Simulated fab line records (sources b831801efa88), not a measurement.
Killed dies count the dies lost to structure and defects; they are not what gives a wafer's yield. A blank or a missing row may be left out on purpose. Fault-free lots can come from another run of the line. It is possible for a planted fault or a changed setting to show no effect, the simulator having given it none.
fab line records + flow sky130 + part 2 of 2: steps 28 to 37 of 37
[record]
- lots = 5
- wafers = 15
- last_day = 50
route steps=708 shown METAL3@560 VIA3@573
lots with no fault: from the same line, run without faults
start_h: the number of hours between the record's first day and the start of the first shown wafer of the lot + wait_h: how many hours have passed since the lot's step before this one + " unchanged from the row above + L1.1+2: several wafers, shown together as one row + - value missing, or start not given + * or withheld: withheld + < > ~ a bound
route shown NAME@n: names a module that has steps shown in the file, with the first one's number in the route + usual: average and standard deviation across the fault-free wafers + same: alike in all rows + chamber/n: place in a boat + sites: readings site by site + _std_site: how widely they spread, as a standard deviation + _edge_site: outer sites' mean less inner sites' + radius_mm: for every site, how far away it sits from the centre of the wafer + mask NAME#n: copy n + behind: the last tool/chamber to shape the wafer + hold: the reason the lot was held/the length of the hold in hours/how it ended + device: transistor that didn't switch, given as n, p or np + end of line: at the end of the route, the tests of the same wafers + a step without rows: its recipe alone + killed: the dies lost at the first sort to structure and to defects; this is not the yield of the wafer + map: dies across one wafer; x = killed, . = not, _ = none there
set.NAME: setting as actually run; set.NAME@STEP: the setting as run at that earlier step + model.NAME: the simulator's own value behind a step, which no gauge read
lots at some steps of the route; a table a step, a row a wafer
services: from which hour (start_h, from the record's first day; less than 0 if before it) a tool's chamber was out of use, for how many hours, and why
[[steps]]
[step SKY_VIA3_ETCH_14]
[recipe]
- chemistry = N2/H2
- target = BARC
- ion_energy_ev = 200
- source_w = 500
- bias_w = 100
- pressure_mtorr = 30
- n2_flow_sccm = 100
- h2_flow_sccm = 200
- stop_on = SiO2
- time_s = 45.9
- target_depth_a = 600
[usual]
- drypump_motor_current_A = 5.6/0.45
- oes_product_au = 0.855/0.0046
- rf_fwd_power_W = 495.6/1.8
- throttle_valve_pct = 13.226/0.0098
[same]
- time_s = 45.9
| lot.wafer | tool        | chamber | start_h | wait_h | drypump_motor_current_A | oes_product_au | rf_fwd_power_W | rf_hours_counter_h | throttle_valve_pct |
|-----------|-------------|---------|---------|--------|-------------------------|----------------|----------------|--------------------|--------------------|
| L075.1    | rie_diel-03 | 1       | 928.47  | 0.0    | 5.4                     | 0.857          | 496.5          | 13                 | 13.233             |
| L075.4    | "           | 2       | "       | "      | 4.7                     | 0.847          | 494.4          | 21                 | 13.216             |
| L075.5    | "           | 3       | "       | "      | 5.4                     | 0.850          | 495.7          | -                  | 13.232             |
| L077.1    | rie_diel-03 | 0       | 952.98  | 0.0    | 6.2                     | 0.855          | 495.8          | 16                 | 13.224             |
| L077.4    | "           | 1       | "       | "      | 5.4                     | 0.856          | 493.9          | 14                 | 13.209             |
| L077.6    | "           | 2       | "       | "      | 4.7                     | 0.859          | 496.5          | -                  | 13.225             |
| L087.1    | rie_diel-03 | 3       | 1018.98 | 0.0    | 5.4                     | 0.853          | 495.9          | 6                  | 13.212             |
| L087.4    | "           | 0       | "       | "      | 6.2                     | 0.860          | 499.4          | 17                 | 13.216             |
| L087.6    | "           | 3       | "       | "      | 5.4                     | 0.852          | 498.4          | -                  | 13.240             |
| L088.1    | rie_diel-04 | 0       | 1023.73 | 0.0    | 6.1                     | 0.854          | 496.9          | 22                 | 13.237             |
| L088.2    | "           | 2       | "       | "      | 5.0                     | 0.862          | 497.2          | 28                 | 13.213             |
| L088.4    | "           | 1       | "       | "      | 5.5                     | 0.857          | 495.0          | -                  | 13.209             |
| L096.1    | rie_diel-01 | 0       | 1074.23 | 0.0    | 5.6                     | 0.849          | 496.6          | 18                 | 13.219             |
| L096.5    | "           | 0       | "       | "      | 5.7                     | 0.858          | 497.2          | -                  | 13.219             |
| L096.6    | "           | 3       | "       | "      | 5.6                     | 0.863          | 496.0          | -                  | 13.219             |
[step SKY_VIA3_ETCH_15]
[recipe]
- target = SiO2
- chemistry = C4F8/O2/Ar
- target_depth_nm = 507
- stop_on = TiN
- mask_material = KrF-thick
- source_w = 1500
- bias_w = 1200
- pressure_mtorr = 40
- c4f8_flow_sccm = withheld
- O2_flow_sccm = 6
- Ar_flow_sccm = 300
- time_s = 78
[usual]
- oes_product_au = 0.957/0.0048
- rf_fwd_power_W = 1491/5
[same]
- time_s = 78
| lot.wafer | tool        | chamber | start_h | wait_h | oes_product_au | rf_fwd_power_W | rf_hours_counter_h |
|-----------|-------------|---------|---------|--------|----------------|----------------|--------------------|
| L075.1    | rie_diel-03 | 1       | 928.52  | 0.0    | 0.950          | 1499           | 13                 |
| L075.4    | "           | 2       | "       | "      | 0.962          | 1490           | 21                 |
| L075.5    | "           | 3       | "       | "      | 0.959          | 1495           | -                  |
| L077.1    | rie_diel-03 | 0       | 953.02  | 0.0    | 0.959          | 1491           | 16                 |
| L077.4    | "           | 1       | "       | "      | 0.952          | 1500           | 14                 |
| L077.6    | "           | 2       | "       | "      | 0.958          | 1492           | -                  |
| L087.1    | rie_diel-03 | 3       | 1019.02 | 0.0    | 0.952          | 1489           | 6                  |
| L087.4    | "           | 0       | "       | "      | 0.955          | 1483           | 17                 |
| L087.6    | "           | 3       | "       | "      | 0.957          | 1490           | -                  |
| L088.1    | rie_diel-04 | 0       | 1023.77 | 0.0    | 0.958          | 1496           | 22                 |
| L088.2    | "           | 2       | "       | "      | 0.952          | 1492           | 28                 |
| L088.4    | "           | 1       | "       | "      | 0.955          | 1481           | -                  |
| L096.1    | rie_diel-01 | 0       | 1074.27 | 0.0    | 0.956          | 1501           | 18                 |
| L096.5    | "           | 0       | "       | "      | 0.957          | 1485           | -                  |
| L096.6    | "           | 3       | "       | "      | 0.958          | 1488           | -                  |
[step SKY_VIA3_STRIP_16]
[recipe]
- chemistry = O2/N2
- power_w = 1400
- pressure_mtorr = 1500
- platen_temp_c = withheld
- o2_flow_sccm = 3000
- n2_flow_sccm = 300
- overash_fraction = 0.5
[usual]
- drypump_motor_current_A = 5.8/0.38
- oes_product_au = 0.402/0.005
- strip_time_to_endpoint_s = 4.138/0.026
| lot.wafer | tool            | chamber | start_h | wait_h | drypump_motor_current_A | oes_product_au | rf_hours_counter_h | strip_time_to_endpoint_s |
|-----------|-----------------|---------|---------|--------|-------------------------|----------------|--------------------|--------------------------|
| L075.1    | plasma_asher-02 | 1       | 928.58  | 0.0    | 5.8                     | 0.404          | 108                | 4.170                    |
| L075.4    | "               | 0       | "       | "      | 6.4                     | 0.413          | -                  | 4.159                    |
| L075.5    | "               | 1       | "       | "      | 5.8                     | 0.402          | -                  | 4.142                    |
| L077.1    | plasma_asher-04 | 0       | 953.08  | 0.0    | 5.4                     | 0.394          | 54                 | 4.126                    |
| L077.4    | "               | 1       | "       | "      | 5.8                     | 0.394          | -                  | 4.124                    |
| L077.6    | "               | 1       | "       | "      | 5.8                     | 0.405          | -                  | 4.120                    |
| L087.1    | plasma_asher-03 | 0       | 1019.08 | 0.0    | 6.3                     | 0.401          | 27                 | 4.162                    |
| L087.4    | "               | 0       | "       | "      | 6.3                     | 0.405          | -                  | 4.173                    |
| L087.6    | "               | 1       | "       | "      | 5.4                     | 0.396          | -                  | 4.139                    |
| L088.1    | plasma_asher-03 | 1       | 1023.83 | 0.0    | 5.4                     | 0.412          | 28                 | 4.145                    |
| L088.2    | "               | 0       | "       | "      | 6.3                     | 0.405          | 28                 | 4.143                    |
| L088.4    | "               | 1       | "       | "      | 5.4                     | 0.414          | -                  | 4.117                    |
| L096.1    | plasma_asher-02 | 1       | 1074.33 | 0.0    | 5.8                     | 0.400          | 1                  | 4.134                    |
| L096.5    | "               | 0       | "       | "      | 6.4                     | 0.400          | -                  | 4.137                    |
| L096.6    | "               | 1       | "       | "      | 5.8                     | 0.397          | -                  | 4.138                    |
[step SKY_VIA3_STRIP_17]
[recipe]
- chemistry = post_etch_residue_remover
- time_s = 1200
- temp_c = 72.5
[same]
- time_s = 1200
| lot.wafer  | tool         | chamber | start_h | wait_h |
|------------|--------------|---------|---------|--------|
| L075.1+4+5 | wet_bench-03 | 2       | 928.68  | 0.1    |
| L077.1+4+6 | wet_bench-03 | 0       | 953.18  | 0.1    |
| L087.1+4+6 | wet_bench-04 | 0       | 1019.18 | 0.1    |
| L088.1+2+4 | wet_bench-03 | 3       | 1023.93 | 0.1    |
| L096.1+5+6 | wet_bench-03 | 2       | 1074.43 | 0.1    |
[step SKY_VIA3_CLEAN_18]
[recipe]
- chemistry = IPA
- time_s = 180
- temp_c = 25
[same]
- time_s = 180
| lot.wafer  | tool         | chamber | start_h | wait_h |
|------------|--------------|---------|---------|--------|
| L075.1+4+5 | wet_bench-04 | 1       | 929.02  | 0.0    |
| L077.1+4+6 | wet_bench-01 | 3       | 953.55  | 0.0    |
| L087.1+4+6 | wet_bench-04 | 0       | 1019.55 | 0.0    |
| L088.1+2+4 | wet_bench-04 | 3       | 1024.27 | 0.0    |
| L096.1+5+6 | wet_bench-01 | 2       | 1074.77 | 0.0    |
[step SKY_VIA3_CLEAN_19]
[recipe]
- chemistry = O3/DIW
- dry = n2_spin
| lot.wafer  | tool         | chamber | start_h | wait_h |
|------------|--------------|---------|---------|--------|
| L075.1+4+5 | wet_bench-01 | 1       | 929.08  | 0.0    |
| L077.1+4+6 | wet_bench-03 | 1       | 953.63  | 0.0    |
| L087.1+4+6 | wet_bench-04 | 3       | 1019.62 | 0.0    |
| L088.1+2+4 | wet_bench-01 | 0       | 1024.34 | 0.0    |
| L096.1+5+6 | wet_bench-04 | 1       | 1074.83 | 0.0    |
[step SKY_VIA3_SPUTTER_20]
[recipe]
- material = TiN
- target_thk_nm = 20
- chamber_pressure_pa = 5
- power_w = 4000
- time_s = 80
[usual]
- chamber_pressure_pa = 5.000/0.0089
- throttle_valve_pct = 29.9/1.3
[same]
- time_s = 80
| lot.wafer | tool           | chamber | start_h | wait_h | chamber_pressure_pa | throttle_valve_pct |
|-----------|----------------|---------|---------|--------|---------------------|--------------------|
| L075.1    | pvd_sputter-03 | -       | 929.17  | 0.0    | 5.001               | 29.0               |
| L075.4    | "              | -       | "       | "      | 5.005               | 31.4               |
| L075.5    | "              | -       | "       | "      | 5.010               | 30.3               |
| L077.1    | pvd_sputter-03 | -       | 953.73  | 0.0    | 5.000               | 29.4               |
| L077.4    | "              | -       | "       | "      | 4.984               | 30.4               |
| L077.6    | "              | -       | "       | "      | 4.989               | 31.5               |
| L087.1    | pvd_sputter-02 | -       | 1019.72 | 0.0    | 5.000               | 30.0               |
| L087.4    | "              | -       | "       | "      | 5.010               | 29.7               |
| L087.6    | "              | -       | "       | "      | 4.992               | 30.2               |
| L088.1    | pvd_sputter-01 | -       | 1024.46 | 0.0    | 4.997               | 31.0               |
| L088.2    | "              | -       | "       | "      | 4.995               | 30.6               |
| L088.4    | "              | -       | "       | "      | 4.999               | 31.0               |
| L096.1    | pvd_sputter-02 | -       | 1074.92 | 0.0    | 4.995               | 30.1               |
| L096.5    | "              | -       | "       | "      | 5.010               | 29.5               |
| L096.6    | "              | -       | "       | "      | 5.013               | 27.9               |
[step SKY_VIA3_CVD_21]
[recipe]
- material = W
- target_thk_nm = 390
- time_s = 117.31
- temp_c = 400
- pressure_torr = 40
[usual]
- heater_power_w = 852/35
[same]
- time_s = 117.31
| lot.wafer | tool     | chamber | start_h | wait_h | heater_power_w |
|-----------|----------|---------|---------|--------|----------------|
| L075.1    | cvd_w-02 | 0       | 929.23  | 0.0    | 873            |
| L075.4    | "        | 1       | "       | "      | 889            |
| L075.5    | "        | 1       | "       | "      | 880            |
| L077.1    | cvd_w-02 | 0       | 953.79  | 0.0    | 878            |
| L077.4    | "        | 1       | "       | "      | 897            |
| L077.6    | "        | 1       | "       | "      | 870            |
| L087.1    | cvd_w-01 | 0       | 1019.78 | 0.0    | 804            |
| L087.4    | "        | 1       | "       | "      | 878            |
| L087.6    | "        | 0       | "       | "      | 793            |
| L088.1    | cvd_w-02 | 0       | 1024.52 | 0.0    | 875            |
| L088.2    | "        | 1       | "       | "      | 908            |
| L088.4    | "        | 1       | "       | "      | 893            |
| L096.1    | cvd_w-01 | 1       | 1074.98 | 0.0    | 845            |
| L096.5    | "        | 1       | "       | "      | 851            |
| L096.6    | "        | 1       | "       | "      | 849            |
[step SKY_VIA3_RS_MEAS_22]
[recipe]
- thk_meas_gauge = four-point-probe
- reads = W_of_VIA3_CVD_21+TiN_of_VIA3_SPUTTER_20
[usual]
- VIA3_W_RS = 0.295/0.0031
| lot.wafer | tool          | chamber | start_h | wait_h | VIA3_W_RS[ohm/sq] |
|-----------|---------------|---------|---------|--------|-------------------|
| L075.1    | film_metro-03 | -       | 929.35  | 0.1    | 0.295             |
| L075.4    | "             | -       | "       | "      | 0.286             |
| L075.5    | "             | -       | "       | "      | 0.288             |
| L077.1    | film_metro-04 | -       | 953.91  | 0.1    | 0.295             |
| L077.4    | "             | -       | "       | "      | 0.289             |
| L077.6    | "             | -       | "       | "      | 0.288             |
| L087.1    | film_metro-03 | -       | 1019.90 | 0.1    | 0.299             |
| L087.4    | "             | -       | "       | "      | 0.295             |
| L087.6    | "             | -       | "       | "      | 0.298             |
| L088.1    | film_metro-03 | -       | 1024.64 | 0.1    | 0.295             |
| L088.2    | "             | -       | "       | "      | 0.293             |
| L088.4    | "             | -       | "       | "      | 0.292             |
| L096.1    | film_metro-03 | -       | 1075.23 | 0.2    | 0.295             |
| L096.5    | "             | -       | "       | "      | 0.294             |
| L096.6    | "             | -       | "       | "      | 0.294             |
[step SKY_VIA3_THK_MEAS_23]
[recipe]
- thk_meas_gauge = xrf
- reads = W_of_VIA3_CVD_21
[usual]
- VIA3_W_THK = 391/6
| lot.wafer | tool          | chamber | start_h | wait_h | VIA3_W_THK[nm] |
|-----------|---------------|---------|---------|--------|----------------|
| L075.1    | film_metro-03 | -       | 929.47  | 0.1    | 392            |
| L075.4    | "             | -       | "       | "      | 401            |
| L075.5    | "             | -       | "       | "      | 402            |
| L077.1    | film_metro-04 | -       | 954.03  | 0.1    | 391            |
| L077.4    | "             | -       | "       | "      | 402            |
| L077.6    | "             | -       | "       | "      | 403            |
| L087.1    | film_metro-03 | -       | 1020.02 | 0.1    | 388            |
| L087.4    | "             | -       | "       | "      | 396            |
| L087.6    | "             | -       | "       | "      | 390            |
| L088.1    | film_metro-03 | -       | 1024.76 | 0.1    | 391            |
| L088.2    | "             | -       | "       | "      | 396            |
| L088.4    | "             | -       | "       | "      | 396            |
| L096.1    | film_metro-03 | -       | 1075.35 | 0.1    | 395            |
| L096.5    | "             | -       | "       | "      | 395            |
| L096.6    | "             | -       | "       | "      | 399            |
[[services]]
| tool            | chamber | start_h | hours | kind   |
|-----------------|---------|---------|-------|--------|
| plasma_asher-03 | -       | 873.21  | 4.2   | repair |
| hdpcvd-02       | -       | 880.82  | 1.7   | repair |
| krf_scanner-01  | -       | 888.32  | 1.0   | repair |
| rie_metal-03    | 0       | 911.01  | 4.2   | repair |
| cmp-02          | -       | 912.05  | 4.0   | pm     |
| rie_metal-03    | 1       | 916.82  | 2.4   | repair |
| plasma_asher-03 | -       | 916.93  | 2.8   | pm     |
| rie_diel-01     | -       | 933.75  | 2.8   | pm     |
| rie_diel-01     | 1       | 938.46  | 2.1   | repair |
| krf_scanner-01  | -       | 959.08  | 3.6   | pm     |
| plasma_asher-03 | -       | 960.39  | 9.3   | repair |
| krf_scanner-01  | -       | 970.45  | 1.0   | pm     |
| krf_scanner-01  | -       | 976.56  | 1.3   | pm     |
| krf_scanner-01  | -       | 978.73  | 0.7   | repair |
| rie_diel-03     | -       | 990.23  | 2.8   | pm     |
| rie_diel-01     | -       | 995.30  | 0.1   | repair |
| wet_bench-02    | -       | 1011.60 | 1.8   | repair |
| rie_diel-01     | 0       | 1021.12 | 5.7   | repair |
| krf_scanner-01  | -       | 1030.46 | 0.8   | pm     |
| rie_metal-03    | 0       | 1035.58 | 1.6   | repair |
| rie_diel-03     | 2       | 1040.86 | 5.2   | repair |
| rie_metal-03    | -       | 1047.75 | 0.3   | repair |
| rie_diel-03     | 3       | 1051.30 | 8.4   | repair |
| rie_diel-01     | 0       | 1054.46 | 6.7   | repair |
